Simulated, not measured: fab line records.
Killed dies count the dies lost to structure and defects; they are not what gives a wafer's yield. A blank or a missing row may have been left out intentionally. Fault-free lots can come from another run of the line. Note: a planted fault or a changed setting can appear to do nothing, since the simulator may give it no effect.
fab line records	flow sky130
[record] lots = 7	wafers = 21	lastDay = 50
route steps=708 shown CAP2M@605 PAD_OPEN@708
lots that met no fault: taken from a fault-free run of the same line
startH: hours from the record's first day to the start of the lot's first wafer shown	waitH: hours from the lot's prior step to this one	" same as the row above	L1.1+2: a single row standing in for several wafers	- value missing, or start not given	* or withheld: withheld	< > ~ a bound
route shown NAME@n: names a module that has steps shown in the file, with the first one's number in the route	usual: mean/standard deviation of fault-free wafers	same: alike in all rows	chamber/n: place in a boat	sites: readings site by site	_std_site: the values' standard deviation	_edge_site: inner sites' mean taken away from outer sites' mean	radiusMm: how far each site lies from the wafer's centre	mask NAME#n: copy n	behind: the tool/chamber that last shaped the wafer	hold: reason for holding the lot/hours on hold/outcome of the hold	device: the n, p or np transistor that did not switch	end of line: the tests these same wafers got at the end of their route	step lacking rows: just its recipe	killed: the dies lost at the first sort to structure and to defects; this is not the yield of the wafer	map: the dies of a wafer, with x for killed, . for not killed, _ for no die there
set.NAME: setting as actually run; set.NAME@STEP: the setting as run at that earlier step	model.NAME: the simulator's own value behind a step, which no gauge read
lots at selected steps of the route; one table per step, one row per wafer
services: a tool's chamber out of use, with start hour (startH, from the record's first day; less than 0 if before it), hours out, and reason
[[steps]]
[step SKY_CAP2M_SPUTTER_02]
[recipe] material = TiN	targetThkNm = 200	tempC = 300	powerW = 6500	timeS = 166.7	chamberPressurePa = 0.4
[usual] throttleValvePct = 30.0/1.2
lot.wafer	tool	chamber	startH	waitH	throttleValvePct
L437.1	pvdSputter-04	-	934.23	0.1	28.6
L437.2	"	-	"	"	28.7
L437.4	"	-	"	"	30.6
L441.1	pvdSputter-04	-	961.01	0.1	28.8
L441.4	"	-	"	"	28.4
L441.6	"	-	"	"	28.9
L445.3	pvdSputter-04	-	990.63	0.0	30.6
L445.5	"	-	"	"	28.6
L445.6	"	-	"	"	31.8
L444.2	pvdSputter-03	-	991.22	0.0	30.3
L444.3	"	-	"	"	28.9
L444.6	"	-	"	"	30.7
L447.1	pvdSputter-03	-	1002.20	0.1	29.6
L447.3	"	-	"	"	30.6
L447.6	"	-	"	"	29.8
L456.1	pvdSputter-03	-	1066.92	0.1	30.4
L456.2	"	-	"	"	29.4
L456.3	"	-	"	"	29.0
L459.3	pvdSputter-04	-	1075.12	0.0	31.0
L459.4	"	-	"	"	31.9
L459.5	"	-	"	"	30.9
[step SKY_CAP2M_RS_MEAS_03]
[recipe] thkMeasGauge = four-point-probe	reads = TiN_of_CAP2M_SPUTTER_02
[usual] CAP2M_TIN_RS = 6.95/0.072
lot.wafer	tool	chamber	startH	waitH	CAP2M_TIN_RS[ohm/sq]
L437.1	filmMetro-01	-	934.34	0.1	6.99
L437.2	"	-	"	"	6.99
L437.4	"	-	"	"	6.96
L441.1	filmMetro-02	-	961.13	0.1	6.89
L441.4	"	-	"	"	7.02
L441.6	"	-	"	"	6.89
L445.3	filmMetro-01	-	990.78	0.1	6.87
L445.5	"	-	"	"	6.87
L445.6	"	-	"	"	6.82
L444.2	filmMetro-01	-	991.35	0.1	7.01
L444.3	"	-	"	"	6.99
L444.6	"	-	"	"	7.06
L447.1	filmMetro-02	-	1002.31	0.1	6.91
L447.3	"	-	"	"	6.94
L447.6	"	-	"	"	6.91
L456.1	filmMetro-02	-	1067.03	0.1	6.88
L456.2	"	-	"	"	6.82
L456.3	"	-	"	"	6.80
L459.3	filmMetro-02	-	1075.27	0.1	6.94
L459.4	"	-	"	"	6.88
L459.5	"	-	"	"	6.94
[step SKY_CAP2M_THK_MEAS_04]
[recipe] thkMeasGauge = xrf	reads = TiN_of_CAP2M_SPUTTER_02
[usual] CAP2M_TIN_THK = 198.5/2.2
lot.wafer	tool	chamber	startH	waitH	CAP2M_TIN_THK[nm]
L437.1	filmMetro-01	-	934.46	0.1	197.7
L437.2	"	-	"	"	197.7
L437.4	"	-	"	"	198.7
L441.1	filmMetro-02	-	961.25	0.1	200.2
L441.4	"	-	"	"	197.0
L441.6	"	-	"	"	200.6
L445.3	filmMetro-01	-	990.88	0.1	201.3
L445.5	"	-	"	"	200.8
L445.6	"	-	"	"	201.8
L444.2	filmMetro-01	-	991.46	0.1	197.0
L444.3	"	-	"	"	198.0
L444.6	"	-	"	"	195.7
L447.1	filmMetro-02	-	1002.43	0.1	200.1
L447.3	"	-	"	"	198.9
L447.6	"	-	"	"	199.6
L456.1	filmMetro-02	-	1067.15	0.1	201.6
L456.2	"	-	"	"	202.5
L456.3	"	-	"	"	204.6
L459.3	filmMetro-02	-	1075.37	0.1	200.2
L459.4	"	-	"	"	201.2
L459.5	"	-	"	"	199.2
[step SKY_CAP2M_DEHYDRATE_05]
[recipe] tempC = 200	timeS = 60
[step SKY_CAP2M_HMDS_06]
[recipe] primeTimeS = 60	primeTempC = 120
[step SKY_CAP2M_COAT_07]
[recipe] resist = NOVOLAK	spinRpm = 3000	resistThkNm = 1140
[step SKY_CAP2M_SOFTBAKE_08]
[recipe] tempC = 90	timeS = 60	resist = NOVOLAK
[step SKY_CAP2M_EXPOSE_09]
[recipe] maskId = CAP2M	na = 0.6	sourceShape = conventional	sigmaOuter = 0.6	polarization = unpolarized	targetCdNm = 1000	doseMj = 159
[step SKY_CAP2M_PEB_10]
[recipe] tempC = withheld	timeS = *	resist = NOVOLAK
[step SKY_CAP2M_DEVELOP_11]
[recipe] resist = NOVOLAK	developer = TMAH	developTimeS = 60	devTempC = 23
[step SKY_CAP2M_OVL_MEAS_12]
[usual] CAP2M_OVL = -1.1/1.3
lot.wafer	tool	chamber	startH	waitH	CAP2M_OVL[nm]
L437.1	overlay-02	-	958.10	0.1	-1.5
L437.2	"	-	"	"	0.0
L437.4	"	-	"	"	0.0
L441.1	overlay-02	-	985.08	0.1	-1.3
L441.4	"	-	"	"	-0.6
L441.6	"	-	"	"	1.2
L445.3	overlay-01	-	1013.68	0.1	0.4
L445.5	"	-	"	"	-0.1
L445.6	"	-	"	"	-1.9
L444.2	overlay-01	-	1014.62	0.1	-1.8
L444.3	"	-	"	"	0.1
L444.6	"	-	"	"	-0.1
L447.1	overlay-02	-	1025.46	0.1	-2.6
L447.3	"	-	"	"	-1.6
L447.6	"	-	"	"	-2.4
L456.1	overlay-01	-	1087.56	0.1	-1.1
L456.2	"	-	"	"	-2.7
L456.3	"	-	"	"	-0.6
L459.3	overlay-02	-	1095.32	0.1	-0.6
L459.4	"	-	"	"	-1.5
L459.5	"	-	"	"	-0.4
[step SKY_CAP2M_METAL_ETCH_13]
[recipe] targetDepthNm = 220	stopOn = SiO2	chemistry = Cl2/BCl3	target = TiN	pressureMtorr = 10	icpW = 900	biasW = 48.5	Cl2_flow_sccm = 60	bcl3FlowSccm = 30	timeS = 62.9
[usual] drypumpMotorCurrentA = 5.7/0.39	oesProductAu = 0.939/0.0075	throttleValvePct = 21.903/0.0097
lot.wafer	tool	chamber	startH	waitH	drypumpMotorCurrentA	oesProductAu	rfHoursCounterH	throttleValvePct
L437.1	rieMetal-02	1	958.14	0.0	5.9	0.937	12	21.907
L437.2	"	0	"	"	5.7	0.928	3	21.908
L437.4	"	1	"	"	5.9	0.937	-	21.896
L441.1	rieMetal-04	1	985.12	0.0	6.3	0.946	13	21.886
L441.4	"	1	"	"	6.3	0.933	-	21.904
L441.6	"	0	"	"	5.7	0.933	-	21.908
L445.3	rieMetal-04	0	1013.73	0.0	5.7	0.938	-	21.906
L445.5	"	1	"	"	6.3	0.941	-	21.889
L445.6	"	0	"	"	5.6	0.942	-	21.897
L444.2	rieMetal-01	1	1014.65	0.0	5.0	0.928	5	21.906
L444.3	"	1	"	"	5.0	0.940	-	21.912
L444.6	"	0	"	"	5.6	0.934	-	21.914
L447.1	rieMetal-02	1	1025.50	0.0	5.9	0.947	15	21.904
L447.3	"	1	"	"	5.9	0.947	-	21.895
L447.6	"	0	"	"	5.7	0.942	-	21.892
L456.1	rieMetal-01	0	1087.60	0.0	5.6	0.947	1	21.897
L456.2	"	1	"	"	5.1	0.947	11	21.904
L456.3	"	0	"	"	5.6	0.945	-	21.889
L459.3	rieMetal-01	1	1095.37	0.0	5.0	0.942	-	21.883
L459.4	"	0	"	"	5.6	0.957	-	21.914
L459.5	"	1	"	"	5.1	0.939	-	21.895
[step SKY_CAP2M_STRIP_14]
[recipe] chemistry = O2/N2	powerW = 1400	pressureMtorr = 1500	platenTempC = withheld	o2FlowSccm = 3000	n2FlowSccm = 300	overashFraction = 0.5
[usual] chamberPressureMTorr = 1500.0/1.4	drypumpMotorCurrentA = 5.6/0.46	oesProductAu = 0.710/0.0048	stripTimeToEndpointS = 12.63/0.042
lot.wafer	tool	chamber	startH	waitH	chamberPressureMTorr	drypumpMotorCurrentA	oesProductAu	rfHoursCounterH	stripTimeToEndpointS	model.NOVOLAK_of_CAP2M_COAT_07.thkNm
L437.1	plasmaAsher-04	1	958.22	0.1	1501.6	5.8	0.712	81	12.58	0
L437.2	"	0	"	"	1500.7	5.6	0.718	81	12.56	0
L437.4	"	0	"	"	1499.6	5.5	0.704	-	12.58	0
L441.1	plasmaAsher-02	1	985.19	0.1	1500.1	4.9	0.704	25	12.60	0
L441.4	"	0	"	"	1498.2	6.4	0.715	-	12.59	0
L441.6	"	0	"	"	1503.2	6.4	0.710	-	12.55	0
L445.3	plasmaAsher-04	0	1013.81	0.1	-	-	-	-	-	989.6
L445.5	"	0	"	"	-	-	-	-	-	991
L445.6	"	1	"	"	-	-	-	-	-	988.9
L444.2	plasmaAsher-04	1	1014.73	0.1	-	-	-	-	-	990.3
L444.3	"	1	"	"	-	-	-	-	-	992.5
L444.6	"	1	"	"	-	-	-	-	-	983.5
L447.1	plasmaAsher-01	0	1025.58	0.1	-	-	-	-	-	991.6
L447.3	"	1	"	"	-	-	-	-	-	990
L447.6	"	0	"	"	-	-	-	-	-	989.3
L456.1	plasmaAsher-01	0	1087.68	0.1	1500.1	5.2	0.719	3	12.66	0
L456.2	"	1	"	"	1499.1	5.8	0.713	3	12.62	0
L456.3	"	1	"	"	1499.7	5.8	0.713	-	12.67	0
L459.3	plasmaAsher-01	1	1095.45	0.1	1500.4	5.8	0.715	-	12.66	0
L459.4	"	0	"	"	1498.0	5.2	0.710	-	12.71	0
L459.5	"	1	"	"	1501.9	5.8	0.705	-	12.65	0
[step SKY_CAP2M_STRIP_15]
[recipe] chemistry = postEtchResidueRemover	timeS = 1200	tempC = 72.5
[step SKY_PAD_OPEN_PROBE_99]
[usual] defectLimitedYield = 82.7/1.8	killed_at_M0_to_M3 = 43/6.8	killed_at_M4_up = 3.2/1.8	killedAtContacts = 24/5.2	killedAtFrontEnd = 15/4.2	killedAtOther = 0.4/0.62	killedDies = 85/8.7	killedOnRim = 17/3.7	killedOpen = 46/6.7	killedShort = 39/5.9	sort_bin_3_pad_short = 0.9/0.41	sort_bin_5_function = 10.2/1.5	sort_bin_6_memory = 6.3/1.1	sortNPass = 407/8.7	sortYieldPct = 82.7/1.8
[same] grossDies = 492	killedAtBackSide = 0	sort_bin_4_leakage[%] = 0	sort_bin_8_speed[%] = 0
lot.wafer	tool	chamber	startH	waitH	hold	defectLimitedYield[%]	killed_at_M0_to_M3	killed_at_M4_up	killedAtContacts	killedAtFrontEnd	killedAtOther	killedDies	killedOnRim	killedOpen	killedShort	sort_bin_3_pad_short[%]	sort_bin_5_function[%]	sort_bin_6_memory[%]	sortNPass	sortYieldPct[%]
L437.1	prober-02	-	1078.96	0.1	-	81.9	58	4	20	7	0	89	17	52	37	0.6	10.0	7.5	403	81.9
L437.2	prober-02	-	1079.01	0.1	-	83.7	38	0	30	12	0	80	16	37	43	1.2	9.1	5.9	412	83.7
L437.4	prober-02	-	1079.11	0.2	-	85.2	30	1	25	17	0	73	12	38	35	0.6	8.5	5.7	419	85.2
L441.1	prober-02	-	1102.41	0.1	-	83.3	33	3	25	21	0	82	15	48	34	1.0	10.8	4.9	410	83.3
L441.4	prober-02	-	1102.56	0.2	-	83.7	42	2	18	18	0	80	11	43	35	0.6	9.6	6.1	412	83.7
L441.6	prober-02	-	1102.66	0.2	-	82.5	45	3	23	14	1	86	11	41	45	0.6	9.1	7.7	406	82.5
L445.3	prober-01	-	1124.96	0.2	awaitDispo/0.9h/scrap	0.8	13	0	4	0	471	488	96	12	5	22.0	75.8	1.4	4	0.8
L445.5	prober-01	-	1125.06	0.2	awaitDispo/0.9h/scrap	0.6	4	0	6	3	476	489	96	7	6	23.8	72.0	3.7	3	0.6
L445.6	prober-01	-	1125.11	0.2	awaitDispo/0.9h/scrap	0.4	4	0	6	0	480	490	94	7	3	24.0	71.5	4.1	2	0.4
L444.2	prober-02	-	1125.40	0.1	awaitDispo/3.4h/scrap	0.2	9	0	7	3	472	491	96	14	5	20.9	74.0	4.9	1	0.2
L444.3	prober-02	-	1125.45	0.2	awaitDispo/3.4h/scrap	0.6	7	1	3	0	478	489	96	4	7	27.8	67.5	4.1	3	0.6
L444.6	prober-02	-	1125.60	0.2	awaitDispo/3.4h/scrap	0	4	0	5	7	476	492	96	8	8	23.4	73.8	2.8	0	0
L447.1	prober-01	-	1136.56	0.1	awaitDispo/3.3h/scrap	0.2	10	2	6	2	471	491	95	11	9	25.6	71.1	3.0	1	0.2
L447.3	prober-01	-	1136.66	0.2	awaitDispo/3.3h/scrap	0	8	2	3	3	476	492	96	9	7	26.8	70.9	2.2	0	0
L447.6	prober-01	-	1136.81	0.2	awaitDispo/3.3h/scrap	0	11	0	9	2	470	492	96	13	9	22.6	73.8	3.7	0	0
L456.1	prober-02	-	1183.85	0.1	-	80.9	60	4	20	10	0	94	13	54	40	0.2	11.0	7.9	398	80.9
L456.2	prober-02	-	1183.90	0.1	-	79.9	51	4	28	16	0	99	16	56	43	1.2	11.6	7.3	393	79.9
L456.3	prober-02	-	1183.95	0.2	-	82.3	40	6	26	15	0	87	19	49	37	1.0	10.0	6.7	405	82.3
L459.3	prober-01	-	1191.26	0.2	-	82.9	45	1	20	17	1	84	20	51	32	0.4	11.8	4.9	408	82.9
L459.4	prober-01	-	1191.31	0.2	-	83.5	48	5	18	10	0	81	20	47	34	0.2	9.6	6.7	411	83.5
L459.5	prober-01	-	1191.36	0.2	-	86.8	27	1	19	17	1	65	15	37	27	0.4	8.7	4.1	427	86.8
// killed by level:class
L437.1 VIA1:geometricParticle:open=13 CONTACT:geometricParticle:open=8 METAL2:geometricParticle:short=8 VIA3:geometricParticle:open=8 VIA1:geometricParticle:short=7 VIA2:geometricParticle:open=6 VIA3:geometricParticle:short=5 LI_CONTACT:geometricParticle:open=4
L437.2 CONTACT:geometricParticle:open=10 CONTACT:geometricParticle:short=9 VIA1:geometricParticle:open=9 VIA1:geometricParticle:short=7 METAL2:geometricParticle:short=5 LOCAL_INTERCONNECT:geometricParticle:short=4 POLY_GATE:geometricParticle:open=4 VIA2:geometricParticle:short=4
L437.4 CONTACT:geometricParticle:open=11 VIA1:geometricParticle:open=7 FIELD_ISO:geometricParticle:open=6 LI_CONTACT:geometricParticle:open=6 VIA1:geometricParticle:short=5 METAL1:geometricParticle:short=4 VIA3:geometricParticle:open=4 FIELD_ISO:geometricParticle:short=3
L441.1 VIA1:geometricParticle:open=10 POLY_GATE:geometricParticle:open=8 CONTACT:geometricParticle:open=8 LI_CONTACT:geometricParticle:open=6 VIA3:geometricParticle:open=6 FIELD_ISO:geometricParticle:short=5 METAL2:geometricParticle:short=5 METAL1:geometricParticle:short=4
L441.4 VIA1:geometricParticle:open=10 METAL1:geometricParticle:short=9 POLY_GATE:geometricParticle:short=7 LI_CONTACT:geometricParticle:open=7 POLY_GATE:geometricParticle:open=6 CONTACT:geometricParticle:open=6 VIA2:geometricParticle:open=5 VIA3:geometricParticle:open=5
L441.6 CONTACT:geometricParticle:open=8 METAL2:geometricParticle:short=8 METAL1:geometricParticle:short=7 LI_CONTACT:geometricParticle:open=7 VIA1:geometricParticle:open=6 VIA1:geometricParticle:short=6 FIELD_ISO:geometricParticle:short=5 VIA2:geometricParticle:open=5
L445.3 CAP2M:plasmaStripResidue=471 LI_CONTACT:geometricParticle:open=3 VIA1:geometricParticle:open=3 VIA2:geometricParticle:open=2 VIA1:geometricParticle:short=2 VIA3:geometricParticle:open=2 CONTACT:geometricParticle:open=1 METAL1:geometricParticle:short=1
L445.5 CAP2M:plasmaStripResidue=476 CONTACT:geometricParticle:short=2 LI_CONTACT:geometricParticle:short=2 METAL3:geometricParticle:short=2 FIELD_ISO:geometricParticle:open=1 SONOS_ONO:geometricParticle:open=1 SPACER:geometricParticle:open=1 LI_CONTACT:geometricParticle:open=1
L445.6 CAP2M:plasmaStripResidue=480 CONTACT:geometricParticle:open=4 METAL1:geometricParticle:short=2 VIA1:geometricParticle:open=2 LI_CONTACT:geometricParticle:open=1 CONTACT:geometricParticle:short=1
L444.2 CAP2M:plasmaStripResidue=472 VIA2:geometricParticle:open=5 FIELD_ISO:geometricParticle:open=2 CONTACT:geometricParticle:short=2 LI_CONTACT:geometricParticle:open=2 SPACER:geometricParticle:open=1 LOCAL_INTERCONNECT:geometricParticle:short=1 LOCAL_INTERCONNECT:geometricParticle:open=1
L444.3 CAP2M:plasmaStripResidue=478 VIA1:geometricParticle:short=4 VIA3:geometricParticle:open=2 LI_CONTACT:geometricParticle:open=1 LOCAL_INTERCONNECT:geometricParticle:short=1 CONTACT:geometricParticle:open=1 METAL1:geometricParticle:short=1 METAL4:geometricParticle:short=1
L444.6 CAP2M:plasmaStripResidue=476 FIELD_ISO:geometricParticle:short=3 POLY_CUT:geometricParticle:open=2 CONTACT:geometricParticle:short=2 CONTACT:geometricParticle:open=2 FIELD_ISO:geometricParticle:open=1 POLY_GATE:geometricParticle:open=1 LI_CONTACT:geometricParticle:short=1
L447.1 CAP2M:plasmaStripResidue=471 LI_CONTACT:geometricParticle:open=4 VIA1:geometricParticle:open=2 METAL2:geometricParticle:short=2 FIELD_ISO:geometricParticle:open=1 SPACER:geometricParticle:open=1 LI_CONTACT:geometricParticle:short=1 CONTACT:geometricParticle:open=1
L447.3 CAP2M:plasmaStripResidue=476 VIA2:geometricParticle:open=3 FIELD_ISO:geometricParticle:open=1 FIELD_ISO:geometricParticle:short=1 SPACER:geometricParticle:short=1 LI_CONTACT:geometricParticle:open=1 LOCAL_INTERCONNECT:geometricParticle:open=1 CONTACT:geometricParticle:open=1
L447.6 CAP2M:plasmaStripResidue=470 LI_CONTACT:geometricParticle:open=4 CONTACT:geometricParticle:open=3 VIA1:geometricParticle:open=3 METAL1:geometricParticle:short=2 VIA2:geometricParticle:open=2 FIELD_ISO:geometricParticle:short=1 FIELD_ISO:geometricParticle:open=1
L456.1 VIA1:geometricParticle:open=14 METAL1:geometricParticle:short=10 CONTACT:geometricParticle:open=9 VIA3:geometricParticle:open=8 LI_CONTACT:geometricParticle:open=5 VIA1:geometricParticle:short=5 METAL2:geometricParticle:short=5 VIA2:geometricParticle:open=4
L456.2 VIA1:geometricParticle:open=13 CONTACT:geometricParticle:open=11 METAL2:geometricParticle:short=8 LI_CONTACT:geometricParticle:open=7 METAL3:geometricParticle:short=7 VIA3:geometricParticle:open=5 CONTACT:geometricParticle:short=5 VIA2:geometricParticle:open=5
L456.3 CONTACT:geometricParticle:open=13 VIA1:geometricParticle:open=7 VIA2:geometricParticle:open=6 METAL4:geometricParticle:short=6 LOCAL_INTERCONNECT:geometricParticle:short=5 METAL2:geometricParticle:short=5 VIA3:geometricParticle:open=5 FIELD_ISO:geometricParticle:short=4
L459.3 CONTACT:geometricParticle:open=12 VIA3:geometricParticle:open=10 VIA2:geometricParticle:open=7 VIA1:geometricParticle:open=7 FIELD_ISO:geometricParticle:short=5 FIELD_ISO:geometricParticle:open=4 LI_CONTACT:geometricParticle:open=4 VIA2:geometricParticle:short=4
L459.4 VIA3:geometricParticle:open=10 VIA1:geometricParticle:open=9 VIA2:geometricParticle:open=9 CONTACT:geometricParticle:open=8 LI_CONTACT:geometricParticle:open=6 FIELD_ISO:geometricParticle:short=5 METAL4:geometricParticle:short=5 VIA1:geometricParticle:short=4
L459.5 LI_CONTACT:geometricParticle:open=10 VIA2:geometricParticle:open=6 CONTACT:geometricParticle:short=4 VIA1:geometricParticle:open=4 VIA3:geometricParticle:open=4 FIELD_ISO:geometricParticle:short=3 POLY_GATE:geometricParticle:short=3 SPACER:geometricParticle:open=3
// map L444.6 (x killed, . not)
__________xxxxxxxxxx_________
________xxxxxxxxxxxxxx_______
______xxxxxxxxxxxxxxxxxx_____
_____xxxxxxxxxxxxxxxxxxxx____
____xxxxxxxxxxxxxxxxxxxxxx___
___xxxxxxxxxxxxxxxxxxxxxxxx__
__xxxxxxxxxxxxxxxxxxxxxxxxxx_
_xxxxxxxxxxxxxxxxxxxxxxxxxxxx
_xxxxxxxxxxxxxxxxxxxxxxxxxxxx
_xxxxxxxxxxxxxxxxxxxxxxxxxxxx
_xxxxxxxxxxxxxxxxxxxxxxxxxxxx
_xxxxxxxxxxxxxxxxxxxxxxxxxxxx
_xxxxxxxxxxxxxxxxxxxxxxxxxxxx
_xxxxxxxxxxxxxxxxxxxxxxxxxxxx
_xxxxxxxxxxxxxxxxxxxxxxxxxxxx
__xxxxxxxxxxxxxxxxxxxxxxxxxx_
___xxxxxxxxxxxxxxxxxxxxxxxx__
____xxxxxxxxxxxxxxxxxxxxxx___
_____xxxxxxxxxxxxxxxxxxxx____
______xxxxxxxxxxxxxxxxxx_____
________xxxxxxxxxxxxxx_______
__________xxxxxxxxxx_________
// map L445.6 (x killed, . not)
__________xxxxxxxxxx_________
________xxxxxxxxxxxxxx_______
______xxxxxxxxxxxxxxxxxx_____
_____xxxxxxxxxxxxxxxxxxxx____
____xxxxxxxxxxxxxxxxxxxxxx___
___xxxxxxxxxxxxxxxxxxxxxxxx__
__xxxxxxxxxxxxxxxxxxxxxxxxxx_
_xxxxxxxxxxxxxxxxxxxxxxxxxxxx
_xxxxxxxxxxxxxxxxxxxxxxxxxxxx
_xxxxxxxxxxxxxxxxxxxxxxxxxxxx
_xxxxxxxxxxxxxxxxxxxxxxxxxxx.
_xxxxxxxxxxxxxxxxxxxxxxxxxxxx
_xxxxxxxxxxxxxxxxxxxxxxxxxxxx
_xxxxxxxxxxxxxxxxxxxxxxxxxxxx
_xxxxxxxxxxxxxxxxxxxxxxxxxx.x
__xxxxxxxxxxxxxxxxxxxxxxxxxx_
___xxxxxxxxxxxxxxxxxxxxxxxx__
____xxxxxxxxxxxxxxxxxxxxxx___
_____xxxxxxxxxxxxxxxxxxxx____
______xxxxxxxxxxxxxxxxxx_____
________xxxxxxxxxxxxxx_______
__________xxxxxxxxxx_________
[[services]]
tool	chamber	startH	hours	kind
plasmaAsher-01	-	913.59	1.3	repair
rieMetal-02	-	921.31	1.2	repair
rieMetal-01	-	955.08	14.6	pm
pvdSputter-04	0	968.89	-	consumableReplace:kit
pvdSputter-04	0	968.89	18.0	scheduledDown
pvdSputter-04	0	968.89	18.0	ventCycle
pvdSputter-03	-	974.35	9.4	repair
rieMetal-01	-	986.78	1.4	pm
plasmaAsher-01	-	993.20	0.3	repair
plasmaAsher-02	-	994.14	4.0	repair
plasmaAsher-01	-	1017.04	1.1	repair
rieMetal-01	0	1024.11	7.4	repair
pvdSputter-03	2	1036.18	-	consumableReplace:kit
pvdSputter-03	2	1036.18	18.0	scheduledDown
pvdSputter-03	2	1036.18	18.0	ventCycle
rieMetal-01	0	1036.26	-	clean
rieMetal-01	0	1036.26	24.2	scheduledDown
rieMetal-01	0	1036.26	24.2	ventCycle
plasmaAsher-01	-	1055.25	9.0	pm
plasmaAsher-01	0	1055.25	9.0	ventCycle
plasmaAsher-01	1	1055.25	9.0	ventCycle
plasmaAsher-02	-	1063.12	2.8	pm
plasmaAsher-01	0	1064.25	-	clean
pvdSputter-03	-	1079.44	1.3	repair
[[key]]
[firstSign] step = SKY_CAP2M_STRIP_14	reading = toolRecord	direction = missing
[effect] step = SKY_PAD_OPEN_PROBE_99	reading = killedAtOther	direction = up	sigmas = 99+	usual = 0.4	struck = 474.4
[modelEffect] step = SKY_CAP2M_STRIP_14	value = NOVOLAK_of_CAP2M_COAT_07.thkNm	without = 0	struck = 989.6
metAt SKY_CAP2M_STRIP_14
struckWafers L444.2,L444.3,L444.6,L445.3,L445.5,L445.6,L447.1,L447.3,L447.6
laterRowsLeftOut L444.2,L444.3,L444.6,L445.3,L445.5,L445.6,L447.1,L447.3,L447.6
onsetBetween 958.22 1013.81
[fault] kind = skippedStepWhole	tool = plasmaAsher-01,plasmaAsher-04	chamber = -	onsetH = 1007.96	steps = SKY_CAP2M_STRIP_14	scope = struckLotsOnly
// laterRowsLeftOut: the simulator's readings of these wafers behind a module that went badly wrong aren't trusted and aren't shown, but for the sort
